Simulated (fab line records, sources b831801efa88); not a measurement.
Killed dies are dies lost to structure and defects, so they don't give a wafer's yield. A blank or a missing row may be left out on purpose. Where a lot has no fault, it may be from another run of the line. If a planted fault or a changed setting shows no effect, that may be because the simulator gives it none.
Chamber matching + flow sky130 + pecvd-02 running SKY_PASSIVATION_CVD_00: 3 sister chambers
The step deposits SiO2, target thk 90 nm. 14 wafers are shown with their chamber, then 7 later ones without.

== WAFERS, EACH WITH ITS CHAMBER ==
| wafer  | chamber | heater_power_w (W) |
|--------|---------|--------------------|
| L688.3 | 0       | 520                |
| L688.5 | 2       | 653                |
| L688.6 | 0       | 537                |
| L700.2 | 0       | 645                |
| L700.4 | 0       | 650                |
| L700.5 | 1       | 781                |
| L702.1 | 1       | 805                |
| L702.3 | 2       | 622                |
| L702.4 | 1       | 812                |
| L703.1 | 2       | 679                |
| L703.4 | 0       | 651                |
| L703.5 | 2       | 676                |
| L706.4 | 1       | 809                |
| L706.5 | 0       | 617                |

SIGNATURES (means of the wafers above)
| reading        | chamber 0 | chamber 1 | chamber 2 | scatter within a chamber |
|----------------|-----------|-----------|-----------|--------------------------|
| heater_power_w | 603.33    | 801.75    | 657.50    | 43.1                     |
Rule: distance of a wafer from a chamber = root of the sum over the readings of ((wafer's reading minus chamber's mean) / reading's scatter) squared. The wafer belongs to the nearest chamber; if the next one is less than 2 further off, it can't be placed. The scatter is the square root of a quotient: the sum, over the shown wafers, of each reading's squared deviation from its chamber's mean, divided by wafers minus chambers.

== WAFERS WITH NO CHAMBER GIVEN ==
| wafer  | heater_power_w (W) |
|--------|--------------------|
| L706.6 | 657                |
| L707.2 | 586                |
| L707.5 | 518                |
| L707.6 | 681                |
| L710.2 | 751                |
| L710.3 | 613                |
| L710.4 | 618                |

== EACH ONE'S CHAMBER ==
| wafer  | from the rows above     | in truth |
|--------|-------------------------|----------|
| L706.6 | can't be placed: 2 or 0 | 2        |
| L707.2 | can't be placed: 0 or 2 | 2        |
| L707.5 | can't be placed: 0 or 2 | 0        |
| L707.6 | can't be placed: 2 or 0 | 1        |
| L710.2 | can't be placed: 1 or 2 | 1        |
| L710.3 | can't be placed: 0 or 2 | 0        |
| L710.4 | can't be placed: 0 or 2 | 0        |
0 of 7 placed correctly. Unplaceable from these rows: 7, with the true chamber sitting among the candidates in 6. 0 placed wrongly.
